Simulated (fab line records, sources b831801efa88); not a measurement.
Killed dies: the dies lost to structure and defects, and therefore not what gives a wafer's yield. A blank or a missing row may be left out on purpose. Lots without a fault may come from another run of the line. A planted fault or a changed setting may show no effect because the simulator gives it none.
fab line records | flow sky130 | part 1 of 2: steps 1 to 25 of 35
record: lots: 5 wafers: 15 last_day: 50
route steps=708 shown NWELL@82 PWDE@84 VT_ADJUST_HVTP@85 VT_ADJUST_LVTN@97
lots that met no fault: taken from a fault-free run of the same line
start_h: hours from the record's opening day to when the first of the lot's shown wafers began | wait_h: hours since the lot's step before | " same as the row above | L1.1+2: several wafers, shown together as one row | - no value present, or no start provided | * or withheld: withheld | < > ~ a bound
route shown NAME@n: names a module that has steps shown in the file, with the first one's number in the route | usual: mean and standard deviation over wafers with no fault | same: alike in all rows | chamber/n: place in a boat | sites: each site's reading | _std_site: how widely they spread, as a standard deviation | _edge_site: inner sites' mean taken away from outer sites' mean | radius_mm: for every site, how far away it sits from the centre of the wafer | mask NAME#n: copy n | behind: the last tool/chamber to shape the wafer | hold: cause of the lot's hold/its duration in hours/its outcome | device: which transistor (n, p or np) failed to switch | end of line: the same wafers' tests at the end of the route | a step without rows: its recipe alone | killed: at the first sort, the dies lost to defects and structure; wafer yield is something else | map: per-die view of a wafer (x killed, . not killed, _ where there is no die)
set.NAME: the setting as run; set.NAME@STEP: as run at that earlier step | model.NAME: the simulator's own value behind a step, which no gauge read
lots at selected steps of the route; one table per step, one row per wafer
services: when a tool's chamber went out of use (start_h, in hours from the record's first day, below 0 if earlier), for how many hours, and the reason
== steps ==
step: SKY_NWELL_RS_MEAS_29
recipe: thk_meas_gauge: four-point-probe
usual: NWELL_RS: 625.4/1.6
columns lot.wafer tool chamber start_h wait_h NWELL_RS[ohm/sq]
L077.1 film_metro-01 - 126.76 0.1 627.1
L077.2 " - " " 627.0
L077.3 " - " " 627.1
L082.1 film_metro-02 - 158.47 0.1 624.9
L082.3 " - " " 627.1
L082.4 " - " " 625.3
L086.2 film_metro-01 - 182.45 0.1 628.1
L086.3 " - " " 625.5
L086.6 " - " " 628.2
L094.1 film_metro-03 - 230.52 0.1 628.3
L094.5 " - " " 628.5
L094.6 " - " " 626.3
L096.2 film_metro-03 - 241.15 0.1 627.2
L096.3 " - " " 626.9
L096.5 " - " " 626.5
step: SKY_NWELL_RS_MEAS_31
recipe: thk_meas_gauge: four-point-probe
usual: PWDE_RS: 5278/19
columns lot.wafer tool chamber start_h wait_h PWDE_RS[ohm/sq]
L077.1 film_metro-01 - 127.00 0.1 5293
L077.2 " - " " 5294
L077.3 " - " " 5297
L082.1 film_metro-02 - 158.71 0.1 5294
L082.3 " - " " 5301
L082.4 " - " " 5301
L086.2 film_metro-01 - 182.69 0.1 5256
L086.3 " - " " 5247
L086.6 " - " " 5257
L094.1 film_metro-03 - 230.76 0.1 5312
L094.5 " - " " 5312
L094.6 " - " " 5292
L096.2 film_metro-03 - 241.39 0.1 5285
L096.3 " - " " 5268
L096.5 " - " " 5274
step: SKY_VT_ADJUST_HVTP_DEHYDRATE_00
recipe: temp_c: 200 time_s: 60
usual: chill_plate_temp_C: 22.98/0.096
columns lot.wafer tool chamber start_h wait_h chill_plate_temp_C
L077.1 litho_track-04 0 136.02 9.0 22.84
L077.2 " 0 " " 23.04
L077.3 " 0 " " 22.82
L082.1 litho_track-02 0 168.79 10.1 23.09
L082.3 " 0 " " 22.95
L082.4 " 0 " " 23.10
L086.2 litho_track-01 0 193.01 10.3 22.92
L086.3 " 0 " " 23.06
L086.6 " 0 " " 22.99
L094.1 litho_track-02 0 241.94 11.2 22.89
L094.5 " 0 " " 22.87
L094.6 " 0 " " 22.89
L096.2 litho_track-02 0 252.91 11.5 23.03
L096.3 " 0 " " 23.20
L096.5 " 0 " " 22.91
step: SKY_VT_ADJUST_HVTP_HMDS_01
recipe: prime_time_s: 60 prime_temp_c: 120
usual: chill_plate_temp_C: 23.01/0.1
columns lot.wafer tool chamber start_h wait_h chill_plate_temp_C
L077.1 litho_track-04 0 136.17 0.1 22.97
L077.2 " 0 " " 22.81
L077.3 " 0 " " 23.00
L082.1 litho_track-02 0 168.94 0.1 23.10
L082.3 " 0 " " 23.03
L082.4 " 0 " " 23.01
L086.2 litho_track-01 0 193.16 0.1 23.07
L086.3 " 0 " " 23.07
L086.6 " 0 " " 22.91
L094.1 litho_track-02 0 242.09 0.1 22.96
L094.5 " 0 " " 22.93
L094.6 " 0 " " 22.93
L096.2 litho_track-02 0 253.06 0.1 22.97
L096.3 " 0 " " 23.01
L096.5 " 0 " " 23.02
step: SKY_VT_ADJUST_HVTP_COAT_02
recipe: resist: NOVOLAK spin_rpm: 3000 resist_thk_nm: 1140
usual: chill_plate_temp_C: 23.02/0.11
columns lot.wafer tool chamber start_h wait_h chill_plate_temp_C
L077.1 litho_track-04 0 136.32 0.1 23.24
L077.2 " 0 " " 23.14
L077.3 " 0 " " 23.13
L082.1 litho_track-02 0 169.09 0.1 22.89
L082.3 " 0 " " 23.11
L082.4 " 0 " " 23.03
L086.2 litho_track-01 0 193.31 0.1 22.97
L086.3 " 0 " " 23.08
L086.6 " 0 " " 22.98
L094.1 litho_track-02 0 242.24 0.1 22.89
L094.5 " 0 " " 22.91
L094.6 " 0 " " 22.92
L096.2 litho_track-02 0 253.21 0.1 23.18
L096.3 " 0 " " 23.07
L096.5 " 0 " " 22.96
step: SKY_VT_ADJUST_HVTP_SOFTBAKE_03
recipe: temp_c: 90 time_s: 60 resist: NOVOLAK
usual: chill_plate_temp_C: 22.98/0.1
columns lot.wafer tool chamber start_h wait_h chill_plate_temp_C
L077.1 litho_track-04 0 136.47 0.1 23.10
L077.2 " 0 " " 22.82
L077.3 " 0 " " 22.93
L082.1 litho_track-02 0 169.24 0.1 23.14
L082.3 " 0 " " 22.93
L082.4 " 0 " " 23.06
L086.2 litho_track-01 0 193.46 0.1 22.99
L086.3 " 0 " " 22.99
L086.6 " 0 " " 22.86
L094.1 litho_track-02 0 242.39 0.1 23.02
L094.5 " 0 " " 23.01
L094.6 " 0 " " 23.12
L096.2 litho_track-02 0 253.36 0.1 23.08
L096.3 " 0 " " 22.87
L096.5 " 0 " " 22.98
step: SKY_VT_ADJUST_HVTP_EXPOSE_04
recipe: mask_id: HVTPM na: 0.6 source_shape: conventional sigma_outer: 0.6 polarization: unpolarized target_cd_nm: 380 dose_mj: 140
columns lot.wafer tool chamber start_h wait_h mask
L077.1+2+3 iline_stepper-02 0 - - HVTPM#0
L082.1+3+4 iline_stepper-01 0 - - HVTPM#0
L086.2+3+6 iline_stepper-02 0 - - HVTPM#0
L094.1+5+6 iline_stepper-02 0 - - HVTPM#0
L096.2+3+5 iline_stepper-02 0 - - HVTPM#0
step: SKY_VT_ADJUST_HVTP_PEB_05
recipe: temp_c: withheld time_s: * resist: NOVOLAK
usual: chill_plate_temp_C: *
columns lot.wafer tool chamber start_h wait_h chill_plate_temp_C
L077.1 litho_track-02 0 - - *
L077.2 " 0 " " *
L077.3 " 0 " " *
L082.1 litho_track-02 0 - - *
L082.3 " 0 " " *
L082.4 " 0 " " *
L086.2 litho_track-04 0 - - *
L086.3 " 0 " " *
L086.6 " 0 " " *
L094.1 litho_track-02 0 - - *
L094.5 " 0 " " *
L094.6 " 0 " " *
L096.2 litho_track-04 0 - - *
L096.3 " 0 " " *
L096.5 " 0 " " *
step: SKY_VT_ADJUST_HVTP_DEVELOP_06
recipe: resist: NOVOLAK developer: TMAH develop_time_s: 60 dev_temp_c: 23
usual: chill_plate_temp_C: 23.02/0.11
columns lot.wafer tool chamber start_h wait_h chill_plate_temp_C
L077.1 litho_track-02 0 146.74 0.1 22.84
L077.2 " 0 " " 22.98
L077.3 " 0 " " 22.92
L082.1 litho_track-02 0 179.39 0.1 22.91
L082.3 " 0 " " 23.06
L082.4 " 0 " " 23.07
L086.2 litho_track-04 0 204.50 0.1 22.93
L086.3 " 0 " " 22.72
L086.6 " 0 " " 22.88
L094.1 litho_track-02 0 253.94 0.1 23.03
L094.5 " 0 " " 23.05
L094.6 " 0 " " 22.91
L096.2 litho_track-04 0 265.35 0.1 23.08
L096.3 " 0 " " 22.97
L096.5 " 0 " " 23.11
step: SKY_VT_ADJUST_HVTP_CD_MEAS_07
recipe: target_cd_nm: 380
usual: cd_nm: 379.8/2.3
columns lot.wafer tool chamber start_h wait_h cd_nm
L077.1 cd_sem-02 - 146.89 0.1 382.4
L077.2 " - " " 383.2
L077.3 " - " " 382.1
L082.1 cd_sem-01 - 179.54 0.1 374.6
L082.3 " - " " 377.9
L082.4 " - " " 379.1
L086.2 cd_sem-01 - 204.64 0.1 381.2
L086.3 " - " " 376.9
L086.6 " - " " 380.1
L094.1 cd_sem-01 - 254.09 0.1 382.7
L094.5 " - " " 381.2
L094.6 " - " " 381.9
L096.2 cd_sem-02 - 265.49 0.1 381.2
L096.3 " - " " 381.0
L096.5 " - " " 379.7
step: SKY_VT_ADJUST_HVTP_OVL_MEAS_08
usual: VT_ADJUST_HVTP_OVL: -0.5/1.3
columns lot.wafer tool chamber start_h wait_h VT_ADJUST_HVTP_OVL[nm]
L077.1 overlay-02 - 147.01 0.1 -0.9
L077.2 " - " " -1.5
L077.3 " - " " -0.7
L082.1 overlay-01 - 179.66 0.1 -0.9
L082.3 " - " " -1.6
L082.4 " - " " -0.4
L086.2 overlay-02 - 204.75 0.1 -2.1
L086.3 " - " " 0.0
L086.6 " - " " -0.9
L094.1 overlay-01 - 254.21 0.1 0.8
L094.5 " - " " -1.9
L094.6 " - " " 0.1
L096.2 overlay-01 - 265.60 0.1 -0.9
L096.3 " - " " 1.5
L096.5 " - " " 0.2
step: SKY_VT_ADJUST_HVTP_IMPLANT_09
recipe: species: As energy_kev: 150 dose_cm2: 4.3e+12 tilt_deg: withheld
usual: beam_energy_keV: 149.99/0.046 faraday_current_uA: 24.3/0.46
columns lot.wafer tool chamber start_h wait_h beam_energy_keV faraday_current_uA
L077.1 implanter-03 0 147.04 0.0 150.06 23.0
L077.2 " 0 " " 150.00 24.3
L077.3 " 0 " " 149.99 24.2
L082.1 implanter-04 0 179.69 0.0 149.96 24.5
L082.3 " 0 " " 150.00 24.4
L082.4 " 0 " " 150.02 24.3
L086.2 implanter-04 0 204.80 0.0 150.02 24.7
L086.3 " 0 " " 149.97 24.3
L086.6 " 0 " " 149.97 24.4
L094.1 implanter-02 0 254.24 0.0 149.99 24.6
L094.5 " 0 " " 149.95 23.9
L094.6 " 0 " " 150.00 23.9
L096.2 implanter-02 0 265.65 0.0 149.94 24.4
L096.3 " 0 " " 149.95 24.3
L096.5 " 0 " " 149.98 25.3
step: SKY_VT_ADJUST_HVTP_STRIP_10
recipe: chemistry: O2/N2 power_w: 1400 pressure_mtorr: 1500 platen_temp_c: withheld o2_flow_sccm: 3000 n2_flow_sccm: 300 overash_fraction: 0.5
usual: drypump_motor_current_A: 6.0/0.41 oes_product_au: 0.716/0.0046 strip_time_to_endpoint_s: 14.19/0.04
columns lot.wafer tool chamber start_h wait_h drypump_motor_current_A oes_product_au rf_hours_counter_h strip_time_to_endpoint_s
L077.1 plasma_asher-03 1 147.19 0.1 6.1 0.720 34 14.16
L077.2 " 0 " " 6.0 0.716 34 14.19
L077.3 " 1 " " 6.1 0.711 - 14.19
L082.1 plasma_asher-03 1 179.84 0.1 6.1 0.711 37 14.24
L082.3 " 1 " " 6.1 0.721 - 14.22
L082.4 " 0 " " 6.1 0.724 - 14.24
L086.2 plasma_asher-04 1 204.93 0.1 6.0 0.705 55 14.21
L086.3 " 0 " " 6.4 0.716 - 14.19
L086.6 " 0 " " 6.4 0.715 - 14.20
L094.1 plasma_asher-01 0 254.39 0.1 5.2 0.712 43 14.20
L094.5 " 1 " " 6.3 0.720 - 14.28
L094.6 " 0 " " 5.2 0.717 - 14.27
L096.2 plasma_asher-01 1 265.78 0.1 6.3 0.725 44 14.19
L096.3 " 0 " " 5.3 0.715 - 14.18
L096.5 " 1 " " 6.3 0.717 - 14.18
step: SKY_VT_ADJUST_HVTP_TW_MEAS_11
usual: VT_ADJUST_HVTP_TW: 1354/18
columns lot.wafer tool chamber start_h wait_h VT_ADJUST_HVTP_TW
L077.1 film_metro-02 - 147.29 0.1 1358
L077.2 " - " " 1349
L077.3 " - " " 1351
L082.1 film_metro-04 - 179.94 0.1 1359
L082.3 " - " " 1357
L082.4 " - " " 1359
L086.2 film_metro-02 - 205.04 0.1 1359
L086.3 " - " " 1355
L086.6 " - " " 1354
L094.1 film_metro-04 - 254.49 0.1 1372
L094.5 " - " " 1372
L094.6 " - " " 1374
L096.2 film_metro-04 - 265.89 0.1 1383
L096.3 " - " " 1392
L096.5 " - " " 1381
step: SKY_VT_ADJUST_LVTN_DEHYDRATE_00
recipe: temp_c: 200 time_s: 60
usual: chill_plate_temp_C: 22.97/0.1
columns lot.wafer tool chamber start_h wait_h chill_plate_temp_C
L077.1 litho_track-04 0 156.97 9.7 23.14
L077.2 " 0 " " 23.18
L077.3 " 0 " " 22.94
L082.1 litho_track-04 0 190.02 10.1 22.99
L082.3 " 0 " " 22.87
L082.4 " 0 " " 23.03
L086.2 litho_track-02 0 215.91 10.9 22.88
L086.3 " 0 " " 22.95
L086.6 " 0 " " 22.80
L094.1 litho_track-02 0 265.38 10.9 23.14
L094.5 " 0 " " 23.25
L094.6 " 0 " " 23.02
L096.2 litho_track-04 0 274.60 8.7 23.09
L096.3 " 0 " " 23.20
L096.5 " 0 " " 22.99
step: SKY_VT_ADJUST_LVTN_HMDS_01
recipe: prime_time_s: 60 prime_temp_c: 120
usual: chill_plate_temp_C: 23.01/0.11
columns lot.wafer tool chamber start_h wait_h chill_plate_temp_C
L077.1 litho_track-04 0 157.12 0.1 22.91
L077.2 " 0 " " 22.81
L077.3 " 0 " " 23.00
L082.1 litho_track-04 0 190.17 0.1 22.93
L082.3 " 0 " " 22.97
L082.4 " 0 " " 22.93
L086.2 litho_track-02 0 216.06 0.1 23.15
L086.3 " 0 " " 23.07
L086.6 " 0 " " 23.10
L094.1 litho_track-02 0 265.53 0.1 22.95
L094.5 " 0 " " 22.93
L094.6 " 0 " " 22.96
L096.2 litho_track-04 0 274.75 0.1 23.08
L096.3 " 0 " " 22.99
L096.5 " 0 " " 23.31
step: SKY_VT_ADJUST_LVTN_COAT_02
recipe: spin_rpm: 2000 resist_thk_nm: 3000
usual: chill_plate_temp_C: 22.99/0.11
columns lot.wafer tool chamber start_h wait_h chill_plate_temp_C
L077.1 litho_track-04 0 157.27 0.1 23.21
L077.2 " 0 " " 23.08
L077.3 " 0 " " 22.95
L082.1 litho_track-04 0 190.32 0.1 23.15
L082.3 " 0 " " 23.10
L082.4 " 0 " " 23.11
L086.2 litho_track-02 0 216.21 0.1 23.17
L086.3 " 0 " " 23.14
L086.6 " 0 " " 23.28
L094.1 litho_track-02 0 265.68 0.1 23.05
L094.5 " 0 " " 22.97
L094.6 " 0 " " 23.11
L096.2 litho_track-04 0 274.90 0.1 22.89
L096.3 " 0 " " 22.96
L096.5 " 0 " " 22.95
step: SKY_VT_ADJUST_LVTN_SOFTBAKE_03
recipe: temp_c: 110 time_s: withheld
usual: chill_plate_temp_C: 23.02/0.14
columns lot.wafer tool chamber start_h wait_h chill_plate_temp_C
L077.1 litho_track-04 0 157.42 0.1 23.29
L077.2 " 0 " " 23.08
L077.3 " 0 " " 22.97
L082.1 litho_track-04 0 190.47 0.1 22.93
L082.3 " 0 " " 22.94
L082.4 " 0 " " 22.96
L086.2 litho_track-02 0 216.37 0.1 23.16
L086.3 " 0 " " 23.00
L086.6 " 0 " " 23.00
L094.1 litho_track-02 0 265.83 0.1 23.18
L094.5 " 0 " " 23.03
L094.6 " 0 " " 23.07
L096.2 litho_track-04 0 275.05 0.1 22.87
L096.3 " 0 " " 23.05
L096.5 " 0 " " 22.77
step: SKY_VT_ADJUST_LVTN_EXPOSE_04
recipe: mask_id: NWM_COMPLEMENT_LESS_NATIVE na: 0.6 source_shape: conventional sigma_outer: 0.6 polarization: unpolarized target_cd_nm: 840 dose_mj: 194
columns lot.wafer tool chamber start_h wait_h mask
L077.1+2+3 iline_stepper-02 0 - - NWM_COMPLEMENT_LESS_NATIVE#0
L082.1+3+4 iline_stepper-02 0 - - NWM_COMPLEMENT_LESS_NATIVE#0
L086.2+3+6 iline_stepper-02 0 - - NWM_COMPLEMENT_LESS_NATIVE#0
L094.1+5+6 iline_stepper-02 0 - - NWM_COMPLEMENT_LESS_NATIVE#0
L096.2+3+5 iline_stepper-02 0 - - NWM_COMPLEMENT_LESS_NATIVE#0
step: SKY_VT_ADJUST_LVTN_PEB_05
recipe: temp_c: 115 time_s: withheld
usual: chill_plate_temp_C: 23.01/0.11
columns lot.wafer tool chamber start_h wait_h chill_plate_temp_C
L077.1 litho_track-02 0 - - 23.14
L077.2 " 0 " " 23.01
L077.3 " 0 " " 22.95
L082.1 litho_track-04 0 - - 22.89
L082.3 " 0 " " 22.89
L082.4 " 0 " " 22.99
L086.2 litho_track-03 0 - - 22.92
L086.3 " 0 " " 23.08
L086.6 " 0 " " 23.02
L094.1 litho_track-03 0 - - 23.05
L094.5 " 0 " " 23.21
L094.6 " 0 " " 23.03
L096.2 litho_track-03 0 - - 23.13
L096.3 " 0 " " 23.14
L096.5 " 0 " " 23.24
step: SKY_VT_ADJUST_LVTN_DEVELOP_06
recipe: wall_angle_deg: 90 developer: TMAH develop_time_s: 60 dev_temp_c: 23
usual: chill_plate_temp_C: 23.01/0.11
columns lot.wafer tool chamber start_h wait_h chill_plate_temp_C
L077.1 litho_track-02 0 - - 23.14
L077.2 " 0 " " 23.10
L077.3 " 0 " " 23.05
L082.1 litho_track-04 0 - - 23.13
L082.3 " 0 " " 23.03
L082.4 " 0 " " 23.11
L086.2 litho_track-03 0 - - 23.02
L086.3 " 0 " " 23.01
L086.6 " 0 " " 23.13
L094.1 litho_track-03 0 - - 22.92
L094.5 " 0 " " 22.70
L094.6 " 0 " " 22.87
L096.2 litho_track-03 0 - - 22.99
L096.3 " 0 " " 23.01
L096.5 " 0 " " 22.91
step: SKY_VT_ADJUST_LVTN_OVL_MEAS_07
usual: VT_ADJUST_LVTN_OVL: -0.3/1.5
columns lot.wafer tool chamber start_h wait_h VT_ADJUST_LVTN_OVL[nm]
L077.1 overlay-01 - 168.49 - -1.5
L077.2 " - " " -0.7
L077.3 " - " " 0.4
L082.1 overlay-02 - 201.67 - 1.1
L082.3 " - " " 1.8
L082.4 " - " " 1.3
L086.2 overlay-01 - 227.97 - -1.9
L086.3 " - " " 1.3
L086.6 " - " " -0.4
L094.1 overlay-02 - 284.78 - -1.5
L094.5 " - " " -1.3
L094.6 " - " " -3.8
L096.2 overlay-02 - 287.17 - 0.4
L096.3 " - " " -1.7
L096.5 " - " " -1.5
step: SKY_VT_ADJUST_LVTN_IMPLANT_08
recipe: species: B energy_kev: 30 dose_cm2: 1.57e+12 tilt_deg: withheld
usual: beam_energy_keV: 29.999/0.0087 faraday_current_uA: 8.87/0.17
columns lot.wafer tool chamber start_h wait_h beam_energy_keV faraday_current_uA
L077.1 implanter-04 0 168.52 0.0 29.995 8.58
L077.2 " 0 " " 29.992 8.99
L077.3 " 0 " " 30.002 9.22
L082.1 implanter-01 0 201.71 0.0 30.004 8.75
L082.3 " 0 " " 29.994 9.02
L082.4 " 0 " " 30.011 8.93
L086.2 implanter-01 0 228.02 0.0 29.998 8.94
L086.3 " 0 " " 29.995 8.75
L086.6 " 0 " " 29.997 8.42
L094.1 implanter-02 0 284.81 0.0 29.983 9.03
L094.5 " 0 " " 29.992 8.95
L094.6 " 0 " " 30.010 8.94
L096.2 implanter-04 0 287.22 0.0 30.002 8.79
L096.3 " 0 " " 29.992 8.67
L096.5 " 0 " " 30.009 8.78
step: SKY_VT_ADJUST_LVTN_STRIP_09
recipe: chemistry: O2/N2 power_w: 1400 pressure_mtorr: 1500 platen_temp_c: withheld o2_flow_sccm: 3000 n2_flow_sccm: 300 overash_fraction: 0.5
usual: drypump_motor_current_A: 5.9/0.45 oes_product_au: 0.723/0.0041 strip_time_to_endpoint_s: 36.91/0.097
columns lot.wafer tool chamber start_h wait_h drypump_motor_current_A oes_product_au rf_hours_counter_h strip_time_to_endpoint_s
L077.1 plasma_asher-02 1 168.67 0.1 5.2 0.723 6 36.90
L077.2 " 0 " " 5.2 0.724 6 36.84
L077.3 " 1 " " 5.2 0.723 - 36.82
L082.1 plasma_asher-03 1 201.86 0.1 6.1 0.730 39 36.67
L082.3 " 1 " " 6.1 0.726 - 36.80
L082.4 " 0 " " 6.1 0.722 - 36.74
L086.2 plasma_asher-04 0 228.15 0.1 6.4 0.731 57 36.83
L086.3 " 0 " " 6.4 0.720 - 36.96
L086.6 " 1 " " 6.0 0.719 - 36.85
L094.1 plasma_asher-03 0 284.96 0.1 6.0 0.716 48 36.90
L094.5 " 1 " " 6.1 0.723 - 36.98
L094.6 " 0 " " 6.1 0.722 - 37.00
L096.2 plasma_asher-03 0 287.35 0.1 6.0 0.723 48 37.06
L096.3 " 1 " " 6.1 0.719 - 36.98
L096.5 " 1 " " 6.1 0.728 - 36.98
step: SKY_VT_ADJUST_LVTN_TW_MEAS_10
usual: VT_ADJUST_LVTN_TW: 241.8/2.1
columns lot.wafer tool chamber start_h wait_h VT_ADJUST_LVTN_TW
L077.1 film_metro-02 - 168.77 0.1 240.4
L077.2 " - " " 239.4
L077.3 " - " " 238.6
L082.1 film_metro-02 - 201.96 0.1 240.5
L082.3 " - " " 240.9
L082.4 " - " " 239.8
L086.2 film_metro-02 - 228.26 0.1 239.6
L086.3 " - " " 239.8
L086.6 " - " " 240.0
L094.1 film_metro-03 - 285.06 0.1 243.3
L094.5 " - " " 242.4
L094.6 " - " " 242.8
L096.2 film_metro-03 - 287.46 0.1 244.3
L096.3 " - " " 241.7
L096.5 " - " " 242.5
